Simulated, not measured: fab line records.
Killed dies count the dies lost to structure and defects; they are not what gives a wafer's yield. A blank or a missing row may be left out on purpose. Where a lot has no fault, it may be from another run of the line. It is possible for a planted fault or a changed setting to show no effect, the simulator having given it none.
fab line records	flow sky130
record lots=6	wafers=18	last-day=50
route steps=708 shown VIA1@473 METAL2@483 PAD_OPEN@708
lots with no fault: from the same line, run without faults
start-h: the number of hours between the record's first day and the start of the first shown wafer of the lot	wait-h: hours elapsed since this lot's preceding step	" as in the row above	L1.1+2: one row covering several wafers at once	- value missing, or start not given	* or withheld: withheld	< > ~ a bound
route shown NAME@n: names a module that has steps shown in the file, with the first one's number in the route	usual: the fault-free wafers' mean and standard deviation	same: alike in all rows	chamber/n: place in a boat	sites: the reading at each site	_std_site: standard deviation of those values	_edge_site: mean of outer sites minus mean of inner sites	radius-mm: how far each site lies from the wafer's centre	mask NAME#n: copy n	behind: tool/chamber where the wafer was last shaped	hold: why the lot was held/for how many hours/how that ended	device: transistor that didn't switch, given as n, p or np	end of line: tests of these same wafers at the route's end	a step given without rows: its recipe and nothing more	killed: not the wafer's yield, but the dies lost to structure and defects at the first sort	map: a wafer's dies, marking killed ones x, the rest . and places with no die _
set.NAME: the setting that was run; set.NAME@STEP: the one run at that earlier step	model.NAME: the simulator's own value behind a step, which no gauge read
certain route steps with their lots: each step a table, each wafer a row
services: the hour from which a tool's chamber was out of use, counted from the record's first day as start-h (under 0 if before that day), plus the number of hours and why
## steps
# step SKY_VIA1_ETCH_15
# recipe target=SiO2	chemistry=C4F8/O2/Ar	target-depth-nm=351	stop-on=TiN	mask-material=KrF-thick	source-w=1500	bias-w=1200	pressure-mtorr=40	c4f8-flow-sccm=withheld	O2_flow_sccm=6	Ar_flow_sccm=300	time-s=54
# usual oes-product-au=0.980/0.0054
lot.wafer	tool	chamber	start-h	wait-h	oes-product-au
L346.1	rie-diel-03	2	828.95	0.0	0.981
L346.3	"	0	"	"	0.981
L346.6	"	0	"	"	0.992
L348.1	rie-diel-01	1	832.33	0.0	0.988
L348.2	"	3	"	"	0.974
L348.3	"	2	"	"	0.979
L356.1	rie-diel-02	3	895.86	0.0	0.979
L356.4	"	1	"	"	0.981
L356.5	"	1	"	"	0.983
L358.1	rie-diel-02	3	904.86	0.0	0.989
L358.2	"	0	"	"	0.978
L358.4	"	1	"	"	0.986
L360.3	rie-diel-03	1	923.60	0.0	0.985
L360.4	"	2	"	"	0.979
L360.5	"	1	"	"	0.990
L366.2	rie-diel-03	0	960.85	0.0	0.984
L366.3	"	3	"	"	0.981
L366.4	"	0	"	"	0.970
# step SKY_VIA1_STRIP_16
# recipe chemistry=O2/N2	power-w=1400	pressure-mtorr=1500	platen-temp-c=withheld	o2-flow-sccm=3000	n2-flow-sccm=300	overash-fraction=0.5
# usual drypump-motor-current-A=5.30/0.27	o2-flow-sccm=3001/8.6	oes-product-au=0.416/0.0047	strip-time-to-endpoint-s=4.467/0.021
lot.wafer	tool	chamber	start-h	wait-h	drypump-motor-current-A	o2-flow-sccm	oes-product-au	rf-hours-counter-h	strip-time-to-endpoint-s
L346.1	plasma-asher-01	0	829.00	0.0	5.43	3005	0.414	100	4.470
L346.3	"	1	"	"	4.91	2991	0.409	-	4.480
L346.6	"	0	"	"	5.43	3008	0.413	-	4.477
L348.1	plasma-asher-03	1	832.38	0.0	5.72	3006	0.410	70	4.473
L348.2	"	0	"	"	5.60	2990	0.413	70	4.487
L348.3	"	1	"	"	5.70	3004	0.415	-	4.445
L356.1	plasma-asher-04	1	895.91	0.0	5.40	2999	0.414	15	4.496
L356.4	"	0	"	"	5.09	3000	0.424	-	4.474
L356.5	"	0	"	"	5.10	2995	0.414	-	4.483
L358.1	plasma-asher-04	0	904.91	0.0	5.09	3008	0.418	16	4.485
L358.2	"	1	"	"	5.36	2992	0.416	16	4.462
L358.4	"	0	"	"	5.10	3001	0.420	-	4.487
L360.3	plasma-asher-01	1	923.68	0.1	4.86	2995	0.419	-	4.471
L360.4	"	0	"	"	5.41	3007	0.412	-	4.509
L360.5	"	0	"	"	5.47	2996	0.411	-	4.448
L366.2	plasma-asher-03	0	960.90	0.0	5.59	3024	0.421	83	4.468
L366.3	"	0	"	"	5.62	3009	0.409	-	4.470
L366.4	"	1	"	"	5.69	3009	0.418	-	4.465
# step SKY_VIA1_STRIP_17
# recipe chemistry=post-etch-residue-remover	time-s=1200	temp-c=72.5
# step SKY_VIA1_CLEAN_18
# recipe chemistry=IPA	time-s=180	temp-c=25
# step SKY_VIA1_CLEAN_19
# recipe chemistry=O3/DIW	dry=n2-spin
# step SKY_VIA1_SPUTTER_20
# recipe material=TiN	target-thk-nm=20	chamber-pressure-pa=5	power-w=4000	time-s=80
# usual cathode-dc-power-W=4000.1/0.8	chamber-pressure-pa=5.000/0.01	throttle-valve-pct=30.7/0.79
lot.wafer	tool	chamber	start-h	wait-h	cathode-dc-power-W	chamber-pressure-pa	throttle-valve-pct
L346.1	pvd-sputter-01	-	829.59	0.0	4001.3	5.011	31.5
L346.3	"	-	"	"	3999.2	4.998	30.6
L346.6	"	-	"	"	3999.5	5.004	31.0
L348.1	pvd-sputter-04	-	833.00	0.0	3999.2	4.999	30.5
L348.2	"	-	"	"	4000.6	5.009	30.3
L348.3	"	-	"	"	3999.4	4.994	31.8
L356.1	pvd-sputter-01	-	896.50	0.0	3999.5	5.005	31.0
L356.4	"	-	"	"	4001.2	4.996	30.6
L356.5	"	-	"	"	4000.5	4.999	30.7
L358.1	pvd-sputter-01	-	905.51	0.0	3998.7	5.020	31.3
L358.2	"	-	"	"	3999.9	5.005	31.0
L358.4	"	-	"	"	3998.6	5.016	30.5
L360.3	pvd-sputter-01	-	924.30	0.0	4000.3	5.019	30.6
L360.4	"	-	"	"	4000.2	5.000	31.2
L360.5	"	-	"	"	4000.0	4.987	31.4
L366.2	pvd-sputter-01	-	961.49	0.0	3999.7	5.001	31.3
L366.3	"	-	"	"	3999.7	5.004	30.6
L366.4	"	-	"	"	4000.6	4.997	31.2
# step SKY_VIA1_CVD_21
# recipe material=W	target-thk-nm=270	time-s=80.902	temp-c=400	pressure-torr=40
# step SKY_VIA1_RS_MEAS_22
# recipe thk-meas-gauge=four-point-probe	reads=W_of_VIA1_CVD_21+TiN_of_VIA1_SPUTTER_20
# usual VIA1_W_RS=0.428/0.0055
lot.wafer	tool	chamber	start-h	wait-h	VIA1_W_RS[ohm/sq]
L346.1	film-metro-03	-	829.74	0.1	0.434
L346.3	"	-	"	"	0.435
L346.6	"	-	"	"	0.424
L348.1	film-metro-01	-	833.15	0.1	0.426
L348.2	"	-	"	"	0.423
L348.3	"	-	"	"	0.430
L356.1	film-metro-03	-	896.65	0.1	0.431
L356.4	"	-	"	"	0.436
L356.5	"	-	"	"	0.425
L358.1	film-metro-03	-	905.67	0.1	0.430
L358.2	"	-	"	"	0.423
L358.4	"	-	"	"	0.423
L360.3	film-metro-04	-	924.49	0.1	0.428
L360.4	"	-	"	"	0.421
L360.5	"	-	"	"	0.424
L366.2	film-metro-03	-	961.67	0.1	0.423
L366.3	"	-	"	"	0.433
L366.4	"	-	"	"	0.420
# step SKY_VIA1_THK_MEAS_23
# recipe thk-meas-gauge=xrf	reads=W_of_VIA1_CVD_21
# usual VIA1_W_THK=274/4.3
lot.wafer	tool	chamber	start-h	wait-h	VIA1_W_THK[nm]
L346.1	film-metro-03	-	829.86	0.1	270
L346.3	"	-	"	"	270
L346.6	"	-	"	"	277
L348.1	film-metro-01	-	833.27	0.1	273
L348.2	"	-	"	"	276
L348.3	"	-	"	"	272
L356.1	film-metro-03	-	896.77	0.1	270
L356.4	"	-	"	"	268
L356.5	"	-	"	"	275
L358.1	film-metro-03	-	905.79	0.1	271
L358.2	"	-	"	"	275
L358.4	"	-	"	"	275
L360.3	film-metro-04	-	924.59	0.1	276
L360.4	"	-	"	"	277
L360.5	"	-	"	"	278
L366.2	film-metro-03	-	961.78	0.1	279
L366.3	"	-	"	"	272
L366.4	"	-	"	"	279
# step SKY_VIA1_CMP_24
# recipe stop-on=SiO2	t-overpolish-s=15	down-force-psi=3.5	platen-rpm=60	target-thk-nm=0	pad-velocity-m-s=0.94248
# usual edge-zone-pressure-frac=1.000/0.0052	motor-current-A=10.8/0.88	overpolish-run-s=15.002/0.0088	time-to-endpoint-s=62.5/3
lot.wafer	tool	chamber	start-h	wait-h	edge-zone-pressure-frac	motor-current-A	overpolish-run-s	time-to-endpoint-s
L346.1	cmp-02	1	830.02	0.1	1.001	11.0	15.003	59.0
L346.3	"	2	"	"	0.999	11.4	15.012	56.4
L346.6	"	0	"	"	1.004	11.5	14.990	62.4
L348.3	cmp-02	2	833.33	0.0	0.994	11.2	14.999	59.4
L348.1	"	3	"	"	1.004	11.2	15.003	60.8
L348.2	"	0	"	"	1.004	11.1	14.993	63.0
L356.4	cmp-02	2	896.88	0.1	0.997	11.7	15.006	59.2
L356.1	"	3	"	"	1.005	11.4	14.993	59.0
L356.5	"	1	"	"	0.995	10.7	14.999	61.5
L358.1	cmp-02	2	905.90	0.1	1.012	11.0	15.017	62.8
L358.4	"	3	"	"	1.009	11.2	14.995	65.0
L358.2	"	0	"	"	1.005	11.0	14.991	62.8
L360.3	cmp-02	0	924.63	0.0	1.003	11.1	14.998	59.5
L360.4	"	2	"	"	1.012	11.3	14.993	61.5
L360.5	"	0	"	"	0.994	10.9	14.991	64.6
L366.2	cmp-01	0	961.83	0.0	0.997	8.4	15.014	65.0
L366.3	"	1	"	"	0.996	9.2	15.001	67.8
L366.4	"	2	"	"	1.001	11.6	14.995	64.0
# step SKY_METAL2_SPUTTER_00
# recipe material=Ti	target-thk-nm=15	power-w=3000	time-s=10	chamber-pressure-pa=0.4
# step SKY_METAL2_SPUTTER_01
# recipe material=TiN	target-thk-nm=20	power-w=6500	time-s=16.7	chamber-pressure-pa=0.4
# usual cathode-dc-power-W=6500.0/1.3	chamber-pressure-pa=0.4000/0.00089	throttle-valve-pct=30.3/0.96
lot.wafer	tool	chamber	start-h	wait-h	cathode-dc-power-W	chamber-pressure-pa	throttle-valve-pct
L346.1	pvd-sputter-04	-	830.24	0.0	6499.7	0.3986	29.8
L346.3	"	-	"	"	6498.6	0.3988	30.5
L346.6	"	-	"	"	6500.4	0.4003	30.3
L348.1	pvd-sputter-03	-	833.65	0.0	6499.4	0.3995	29.4
L348.2	"	-	"	"	6497.9	0.4000	29.4
L348.3	"	-	"	"	6499.9	0.4010	31.0
L356.1	pvd-sputter-02	-	897.16	0.0	6500.7	0.3997	30.7
L356.4	"	-	"	"	6497.2	0.3985	31.2
L356.5	"	-	"	"	6501.3	0.3994	30.3
L358.1	pvd-sputter-04	-	906.17	0.0	6501.9	0.3996	29.8
L358.2	"	-	"	"	6501.3	0.4001	30.1
L358.4	"	-	"	"	6499.9	0.3990	31.6
L360.3	pvd-sputter-04	-	924.95	0.0	6499.9	0.4014	31.7
L360.4	"	-	"	"	6499.4	0.3994	30.2
L360.5	"	-	"	"	6500.8	0.4003	29.8
L366.2	pvd-sputter-04	-	962.15	0.0	6502.4	0.3990	30.5
L366.3	"	-	"	"	6498.8	0.3989	31.5
L366.4	"	-	"	"	6499.7	0.3997	30.6
# step SKY_METAL2_SPUTTER_02
# recipe material=AlCu	target-thk-nm=250	power-w=10600	time-s=13.3	chamber-pressure-pa=0.4
# usual cathode-dc-power-W=10600/2	chamber-pressure-pa=0.3999/0.0008	throttle-valve-pct=30.3/0.95
lot.wafer	tool	chamber	start-h	wait-h	cathode-dc-power-W	chamber-pressure-pa	throttle-valve-pct
L346.1	pvd-sputter-04	-	830.27	0.0	10599	0.3999	29.7
L346.3	"	-	"	"	10600	0.3997	30.5
L346.6	"	-	"	"	10599	0.4000	30.5
L348.1	pvd-sputter-03	-	833.68	0.0	10602	0.3993	29.3
L348.2	"	-	"	"	10602	0.3997	29.3
L348.3	"	-	"	"	10597	0.3993	30.9
L356.1	pvd-sputter-02	-	897.19	0.0	-	-	-
L356.4	"	-	"	"	-	-	-
L356.5	"	-	"	"	-	-	-
L358.1	pvd-sputter-04	-	906.20	0.0	-	-	-
L358.2	"	-	"	"	-	-	-
L358.4	"	-	"	"	-	-	-
L360.3	pvd-sputter-04	-	924.98	0.0	10597	0.3983	31.7
L360.4	"	-	"	"	10599	0.3988	30.2
L360.5	"	-	"	"	10599	0.3996	29.8
L366.2	pvd-sputter-04	-	962.18	0.0	10600	0.4015	30.4
L366.3	"	-	"	"	10598	0.4009	31.2
L366.4	"	-	"	"	10600	0.3991	30.6
# step SKY_METAL2_SPUTTER_03
# recipe material=Ti	target-thk-nm=5	power-w=3000	time-s=3.3	chamber-pressure-pa=0.4
# step SKY_METAL2_SPUTTER_04
# recipe material=TiN	target-thk-nm=70	power-w=6500	time-s=58.3	chamber-pressure-pa=0.4
# step SKY_METAL2_RS_MEAS_05
# recipe thk-meas-gauge=four-point-probe	reads=TiN_of_METAL2_SPUTTER_04+Ti_of_METAL2_SPUTTER_03+AlCu_of_METAL2_SPUTTER_02+TiN_of_METAL2_SPUTTER_01+Ti_of_METAL2_SPUTTER_00
# usual METAL2_ALCU_RS=0.1265/0.0013
lot.wafer	tool	chamber	start-h	wait-h	METAL2_ALCU_RS[ohm/sq]
L346.1	film-metro-02	-	830.36	0.0	0.1272
L346.3	"	-	"	"	0.1276
L346.6	"	-	"	"	0.1277
L348.1	film-metro-02	-	833.77	0.0	0.1281
L348.2	"	-	"	"	0.1291
L348.3	"	-	"	"	0.1282
L356.1	film-metro-02	-	897.29	0.0	8.6172
L356.4	"	-	"	"	8.5803
L356.5	"	-	"	"	8.6133
L358.1	film-metro-02	-	906.29	0.0	8.7446
L358.2	"	-	"	"	8.6971
L358.4	"	-	"	"	8.6760
L360.3	film-metro-01	-	925.11	0.1	0.1281
L360.4	"	-	"	"	0.1280
L360.5	"	-	"	"	0.1283
L366.2	film-metro-01	-	962.29	0.0	0.1289
L366.3	"	-	"	"	0.1282
L366.4	"	-	"	"	0.1281
# step SKY_METAL2_THK_MEAS_06
# recipe thk-meas-gauge=xrf	reads=AlCu_of_METAL2_SPUTTER_02
# usual METAL2_ALCU_THK=255.9/2.8
lot.wafer	tool	chamber	start-h	wait-h	METAL2_ALCU_THK[nm]
L346.1	film-metro-02	-	830.48	0.1	253.7
L346.3	"	-	"	"	253.7
L346.6	"	-	"	"	252.4
L348.1	film-metro-02	-	833.89	0.1	254.0
L348.2	"	-	"	"	251.5
L348.3	"	-	"	"	251.1
L356.1	film-metro-02	-	897.41	0.1	<0.3
L356.4	"	-	"	"	<0.3
L356.5	"	-	"	"	<0.3
L358.1	film-metro-02	-	906.41	0.1	<0.3
L358.2	"	-	"	"	<0.3
L358.4	"	-	"	"	<0.3
L360.3	film-metro-01	-	925.21	0.1	254.8
L360.4	"	-	"	"	253.1
L360.5	"	-	"	"	252.0
L366.2	film-metro-01	-	962.40	0.1	249.2
L366.3	"	-	"	"	252.8
L366.4	"	-	"	"	252.7
# step SKY_METAL2_DEHYDRATE_07
# recipe temp-c=200	time-s=60
# step SKY_PAD_OPEN_PROBE_99
# usual defect-limited-yield=82.5/1.8	killed_at_M0_to_M3=43/6.9	killed_at_M4_up=3.1/1.8	killed-at-contacts=24/5.1	killed-at-front-end=15/4.8	killed-at-other=0.3/0.48	killed-dies=86/8.9	killed-on-rim=18/3.8	killed-open=47/6.8	killed-short=39/6.3	sort_bin_3_pad_short=0.8/0.39	sort_bin_5_function=10.3/1.5	sort_bin_6_memory=6.3/1.1	sort-n-pass=406/8.9	sort-yield-pct=82.5/1.8
# same gross-dies=492	killed-at-back-side=0	sort_bin_4_leakage[%]=0	sort_bin_8_speed[%]=0
lot.wafer	tool	chamber	start-h	wait-h	defect-limited-yield[%]	killed_at_M0_to_M3	killed_at_M4_up	killed-at-contacts	killed-at-front-end	killed-at-other	killed-dies	killed-on-rim	killed-open	killed-short	sort_bin_3_pad_short[%]	sort_bin_5_function[%]	sort_bin_6_memory[%]	sort-n-pass	sort-yield-pct[%]
L346.1	prober-01	-	1103.09	0.1	83.3	38	1	23	20	0	82	20	53	29	0.4	9.3	6.9	410	83.3
L346.3	prober-01	-	1103.19	0.2	84.8	39	4	21	11	0	75	14	36	39	1.2	9.3	4.7	417	84.8
L346.6	prober-01	-	1103.34	0.2	83.9	37	4	17	21	0	79	14	44	35	0.4	9.6	6.1	413	83.9
L348.1	prober-02	-	1108.07	0.1	83.5	40	5	23	11	2	81	11	35	46	0.8	10.6	5.1	411	83.5
L348.2	prober-02	-	1108.12	0.1	83.1	41	6	22	14	0	83	15	44	39	0.2	10.2	6.5	409	83.1
L348.3	prober-02	-	1108.17	0.2	84.3	46	3	18	10	0	77	20	39	38	1.0	9.3	5.3	415	84.3
L356.1	prober-01	-	1154.33	0.1	0	452	4	20	16	0	492	96	55	43	1.4	92.1	6.5	0	0
L356.4	prober-01	-	1154.48	0.2	0	446	6	24	15	1	492	96	50	39	1.2	91.9	6.9	0	0
L356.5	prober-01	-	1154.53	0.2	0	450	2	26	13	1	492	96	46	40	1.0	92.9	6.1	0	0
L358.1	prober-02	-	1159.57	0.1	0	452	3	23	14	0	492	96	33	36	1.0	94.7	4.3	0	0
L358.2	prober-02	-	1159.62	0.1	0	453	0	28	11	0	492	96	51	31	1.0	93.5	5.5	0	0
L358.4	prober-02	-	1159.72	0.2	0	444	4	25	19	0	492	96	36	52	1.2	92.7	6.1	0	0
L360.3	prober-01	-	1173.95	0.2	79.7	52	8	24	16	0	100	20	47	53	0.4	12.0	7.9	392	79.7
L360.4	prober-01	-	1174.00	0.2	81.9	40	5	18	26	0	89	15	50	37	1.2	11.0	5.9	403	81.9
L360.5	prober-01	-	1174.05	0.2	83.3	39	5	26	12	0	82	17	47	35	1.0	9.3	6.3	410	83.3
L366.2	prober-01	-	1197.95	0.1	80.9	49	1	26	18	0	94	16	44	50	0.6	12.4	6.1	398	80.9
L366.3	prober-01	-	1198.00	0.2	81.9	50	3	18	18	0	89	19	47	42	1.0	11.0	6.1	403	81.9
L366.4	prober-01	-	1198.05	0.2	83.3	35	5	25	17	0	82	18	42	39	1.0	10.4	5.3	410	83.3
# killed by level:class
L346.1 CONTACT:geometric-particle:open=12 VIA1:geometric-particle:open=12 POLY_GATE:geometric-particle:short=7 VIA3:geometric-particle:open=7 POLY_GATE:geometric-particle:open=4 LI_CONTACT:geometric-particle:open=4 METAL1:geometric-particle:short=4 FIELD_ISO:geometric-particle:open=3
L346.3 VIA1:geometric-particle:open=9 LOCAL_INTERCONNECT:geometric-particle:short=7 LI_CONTACT:geometric-particle:open=7 METAL2:geometric-particle:short=7 METAL3:geometric-particle:short=6 CONTACT:geometric-particle:open=5 METAL1:geometric-particle:short=4 FIELD_ISO:geometric-particle:open=3
L346.6 LI_CONTACT:geometric-particle:open=9 VIA1:geometric-particle:open=6 METAL2:geometric-particle:short=6 VIA3:geometric-particle:open=6 METAL3:geometric-particle:short=5 VIA2:geometric-particle:open=5 FIELD_ISO:geometric-particle:short=4 METAL4:geometric-particle:short=4
L348.1 CONTACT:geometric-particle:open=8 METAL2:geometric-particle:short=7 VIA1:geometric-particle:open=7 METAL1:geometric-particle:short=6 VIA2:geometric-particle:open=6 METAL4:geometric-particle:short=5 LI_CONTACT:geometric-particle:open=5 FIELD_ISO:geometric-particle:short=4
L348.2 VIA1:geometric-particle:open=10 CONTACT:geometric-particle:open=6 METAL2:geometric-particle:short=6 VIA2:geometric-particle:open=6 FIELD_ISO:geometric-particle:open=5 LI_CONTACT:geometric-particle:short=5 LI_CONTACT:geometric-particle:open=5 LOCAL_INTERCONNECT:geometric-particle:short=4
L348.3 VIA1:geometric-particle:open=11 METAL1:geometric-particle:short=7 VIA1:geometric-particle:short=6 CONTACT:geometric-particle:open=5 FIELD_ISO:geometric-particle:open=5 LI_CONTACT:geometric-particle:open=5 CONTACT:geometric-particle:short=5 VIA3:geometric-particle:short=4
L356.1 METAL2:area-sputter=394 VIA1:geometric-particle:open=16 LI_CONTACT:geometric-particle:open=11 VIA1:geometric-particle:short=7 FIELD_ISO:geometric-particle:short=6 METAL2:geometric-particle:short=6 VIA2:geometric-particle:open=6 VIA3:geometric-particle:open=6
L356.4 METAL2:area-sputter=403 VIA1:geometric-particle:open=14 CONTACT:geometric-particle:open=10 FIELD_ISO:geometric-particle:short=7 VIA2:geometric-particle:open=7 LI_CONTACT:geometric-particle:open=6 VIA3:geometric-particle:open=6 METAL4:geometric-particle:short=6
L356.5 METAL2:area-sputter=406 CONTACT:geometric-particle:open=11 VIA1:geometric-particle:short=7 VIA2:geometric-particle:open=6 LI_CONTACT:geometric-particle:open=6 VIA1:geometric-particle:open=6 METAL2:geometric-particle:short=6 VIA3:geometric-particle:open=5
L358.1 METAL2:area-sputter=423 CONTACT:geometric-particle:open=8 VIA1:geometric-particle:open=7 POLY_GATE:geometric-particle:short=5 CONTACT:geometric-particle:short=5 VIA1:geometric-particle:short=5 LI_CONTACT:geometric-particle:open=4 METAL1:geometric-particle:short=4
L358.2 METAL2:area-sputter=410 VIA1:geometric-particle:open=17 CONTACT:geometric-particle:open=9 LOCAL_INTERCONNECT:geometric-particle:short=6 VIA3:geometric-particle:open=6 LI_CONTACT:geometric-particle:open=5 VIA2:geometric-particle:open=5 CONTACT:geometric-particle:short=4
L358.4 METAL2:area-sputter=404 VIA1:geometric-particle:open=11 CONTACT:geometric-particle:open=9 CONTACT:geometric-particle:short=7 VIA3:geometric-particle:short=6 POLY_GATE:geometric-particle:short=5 VIA1:geometric-particle:short=5 FIELD_ISO:geometric-particle:short=4
L360.3 VIA1:geometric-particle:open=13 METAL2:geometric-particle:short=12 CONTACT:geometric-particle:open=8 POLY_GATE:geometric-particle:short=6 LOCAL_INTERCONNECT:geometric-particle:short=6 VIA3:geometric-particle:open=6 FIELD_ISO:geometric-particle:short=5 CONTACT:geometric-particle:short=5
L360.4 FIELD_ISO:geometric-particle:short=10 VIA1:geometric-particle:open=9 FIELD_ISO:geometric-particle:open=8 VIA3:geometric-particle:open=8 CONTACT:geometric-particle:open=7 LI_CONTACT:geometric-particle:open=7 VIA2:geometric-particle:open=5 POLY_GATE:geometric-particle:short=4
L360.5 CONTACT:geometric-particle:open=16 VIA1:geometric-particle:open=11 VIA2:geometric-particle:open=7 POLY_GATE:geometric-particle:short=4 CONTACT:geometric-particle:short=4 VIA1:geometric-particle:short=4 VIA3:geometric-particle:short=4 FIELD_ISO:geometric-particle:short=3
L366.2 METAL2:geometric-particle:short=11 VIA1:geometric-particle:open=8 LOCAL_INTERCONNECT:geometric-particle:short=7 METAL1:geometric-particle:short=6 CONTACT:geometric-particle:open=6 CONTACT:geometric-particle:short=5 VIA2:geometric-particle:open=5 VIA3:geometric-particle:open=5
L366.3 VIA1:geometric-particle:open=10 CONTACT:geometric-particle:open=8 METAL2:geometric-particle:short=8 METAL1:geometric-particle:short=7 METAL3:geometric-particle:short=6 FIELD_ISO:geometric-particle:open=5 VIA3:geometric-particle:open=5 VIA2:geometric-particle:open=5
L366.4 VIA1:geometric-particle:open=9 LI_CONTACT:geometric-particle:open=8 METAL2:geometric-particle:short=7 FIELD_ISO:geometric-particle:short=6 POLY_GATE:geometric-particle:short=6 CONTACT:geometric-particle:open=6 VIA2:geometric-particle:open=6 VIA3:geometric-particle:open=5
# map L356.1 (x killed, . not)
__________xxxxxxxxxx_________
________xxxxxxxxxxxxxx_______
______xxxxxxxxxxxxxxxxxx_____
_____xxxxxxxxxxxxxxxxxxxx____
____xxxxxxxxxxxxxxxxxxxxxx___
___xxxxxxxxxxxxxxxxxxxxxxxx__
__xxxxxxxxxxxxxxxxxxxxxxxxxx_
_xxxxxxxxxxxxxxxxxxxxxxxxxxxx
_xxxxxxxxxxxxxxxxxxxxxxxxxxxx
_xxxxxxxxxxxxxxxxxxxxxxxxxxxx
_xxxxxxxxxxxxxxxxxxxxxxxxxxxx
_xxxxxxxxxxxxxxxxxxxxxxxxxxxx
_xxxxxxxxxxxxxxxxxxxxxxxxxxxx
_xxxxxxxxxxxxxxxxxxxxxxxxxxxx
_xxxxxxxxxxxxxxxxxxxxxxxxxxxx
__xxxxxxxxxxxxxxxxxxxxxxxxxx_
___xxxxxxxxxxxxxxxxxxxxxxxx__
____xxxxxxxxxxxxxxxxxxxxxx___
_____xxxxxxxxxxxxxxxxxxxx____
______xxxxxxxxxxxxxxxxxx_____
________xxxxxxxxxxxxxx_______
__________xxxxxxxxxx_________
# map L358.1 (x killed, . not)
__________xxxxxxxxxx_________
________xxxxxxxxxxxxxx_______
______xxxxxxxxxxxxxxxxxx_____
_____xxxxxxxxxxxxxxxxxxxx____
____xxxxxxxxxxxxxxxxxxxxxx___
___xxxxxxxxxxxxxxxxxxxxxxxx__
__xxxxxxxxxxxxxxxxxxxxxxxxxx_
_xxxxxxxxxxxxxxxxxxxxxxxxxxxx
_xxxxxxxxxxxxxxxxxxxxxxxxxxxx
_xxxxxxxxxxxxxxxxxxxxxxxxxxxx
_xxxxxxxxxxxxxxxxxxxxxxxxxxxx
_xxxxxxxxxxxxxxxxxxxxxxxxxxxx
_xxxxxxxxxxxxxxxxxxxxxxxxxxxx
_xxxxxxxxxxxxxxxxxxxxxxxxxxxx
_xxxxxxxxxxxxxxxxxxxxxxxxxxxx
__xxxxxxxxxxxxxxxxxxxxxxxxxx_
___xxxxxxxxxxxxxxxxxxxxxxxx__
____xxxxxxxxxxxxxxxxxxxxxx___
_____xxxxxxxxxxxxxxxxxxxx____
______xxxxxxxxxxxxxxxxxx_____
________xxxxxxxxxxxxxx_______
__________xxxxxxxxxx_________
## services
tool	chamber	start-h	hours	kind
cmp-02	-	815.35	4.6	pm
pvd-sputter-01	-	842.19	4.7	repair
rie-diel-02	1	847.20	6.3	repair
cmp-01	-	878.97	6.1	pm
pvd-sputter-04	3	886.68	-	consumable-replace:kit
pvd-sputter-04	3	886.68	18.0	scheduled-down
pvd-sputter-04	3	886.68	18.0	vent-cycle
cmp-01	-	889.05	4.6	repair
rie-diel-03	2	896.30	-	clean
plasma-asher-01	-	900.52	4.5	repair
pvd-sputter-04	-	911.31	1.6	repair
cmp-01	-	914.89	4.0	pm
cmp-01	-	923.87	5.3	pm
rie-diel-03	1	934.43	5.6	repair
rie-diel-01	2	934.68	7.0	repair
pvd-sputter-01	1	937.04	-	consumable-replace:kit
pvd-sputter-01	1	937.04	18.0	scheduled-down
pvd-sputter-01	1	937.04	18.0	vent-cycle
rie-diel-02	-	943.06	0.5	repair
rie-diel-03	1	946.88	22.3	repair
rie-diel-01	2	955.45	3.0	repair
pvd-sputter-02	-	955.71	0.5	repair
rie-diel-02	3	956.68	3.4	repair
rie-diel-02	2	957.26	6.6	repair
## key
first-sign step=SKY_METAL2_SPUTTER_02	reading=tool-record	direction=missing
effect step=SKY_METAL2_RS_MEAS_05	reading=METAL2_ALCU_RS	direction=up	sigmas=99+	usual=0.1265	struck=8.6547
effect step=SKY_METAL2_THK_MEAS_06	reading=METAL2_ALCU_THK	direction=down	sigmas=92	usual=255.9	struck=<0.3
effect step=SKY_PAD_OPEN_PROBE_99	reading=killed_at_M0_to_M3	direction=up	sigmas=59	usual=43	struck=450
more-kills-born-at SKY_METAL2_SPUTTER_02@pvd-sputter-04=1237	SKY_METAL2_SPUTTER_02@pvd-sputter-02=1203
met-at SKY_METAL2_SPUTTER_02
struck-wafers L356.1,L356.4,L356.5,L358.1,L358.2,L358.4
later-rows-left-out L356.1,L356.4,L356.5,L358.1,L358.2,L358.4
onset-between 830.27 897.19
fault kind=skipped-step-whole	tool=pvd-sputter-02,pvd-sputter-04	chamber=-	onset-h=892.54	steps=SKY_METAL2_SPUTTER_02	scope=struck-lots-only
# later-rows-left-out: the simulator's readings of these wafers behind a module that went badly wrong aren't trusted and aren't shown, but for the sort
